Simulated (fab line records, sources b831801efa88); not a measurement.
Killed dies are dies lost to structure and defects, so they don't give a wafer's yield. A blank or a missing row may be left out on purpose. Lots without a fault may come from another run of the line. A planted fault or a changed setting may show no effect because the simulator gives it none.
Chamber matching | flow sky130 | SKY_VIA1_CMP_02 on cmp-01: 4 sister chambers
The step polishes SiO2. 18 wafers are shown with their chamber, then 9 later ones without.

WAFERS WITH THEIR CHAMBER
wafer  | chamber | motor_current_A (A)
L273.1 | 3       | 13.1
L273.3 | 0       | 10.9
L273.6 | 1       | 12.5
L275.1 | 1       | 12.7
L275.5 | 3       | 12.6
L275.6 | 0       | 11.1
L277.1 | 1       | 12.7
L277.2 | 0       | 10.3
L277.3 | 2       | 12.1
L280.1 | 2       | 11.3
L280.4 | 1       | 13.3
L280.5 | 0       | 11.0
L279.2 | 3       | 12.5
L279.3 | 1       | 13.2
L279.6 | 0       | 11.8
L289.1 | 3       | 13.0
L289.3 | 2       | 11.5
L289.6 | 1       | 13.3

SIGNATURES (means of the wafers above)
reading         | chamber 0 | chamber 1 | chamber 2 | chamber 3 | scatter within a chamber
motor_current_A | 11.020    | 12.950    | 11.633    | 12.800    | 0.413
Rule: a wafer's distance from a chamber is the root of the sum, over the readings, of the square of ((its reading less the chamber's mean) divided by the reading's scatter). The wafer belongs to the nearest chamber; if the next one is less than 2 further off, it can't be placed. The scatter: the root of (the sum of the squares of (reading less its chamber's mean) over the shown wafers, divided by (wafers less chambers)).

WAFERS WITHOUT THEIR CHAMBER
wafer  | motor_current_A (A)
L291.1 | 12.6
L291.2 | 12.1
L291.4 | 11.3
L292.1 | 12.5
L292.3 | 12.2
L292.5 | 12.0
L293.1 | 10.6
L293.2 | 13.0
L293.6 | 13.3

WHICH CHAMBER EACH WENT THROUGH
wafer  | from the rows above               | in truth
L291.1 | can't be placed: 3 or 1 or 2      | 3
L291.2 | can't be placed: 2 or 3 or 1 or 0 | 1
L291.4 | can't be placed: 0 or 2           | 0
L292.1 | can't be placed: 3 or 1 or 2      | 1
L292.3 | can't be placed: 2 or 3 or 1 or 0 | 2
L292.5 | can't be placed: 2 or 3 or 1 or 0 | 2
L293.1 | can't be placed: 0 or 2           | 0
L293.2 | can't be placed: 1 or 3           | 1
L293.6 | can't be placed: 1 or 3           | 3
Placed correctly: 0 of 9. Can't be placed from these rows: 9 (the true chamber is among the candidates in 9). Placed wrongly: 0.
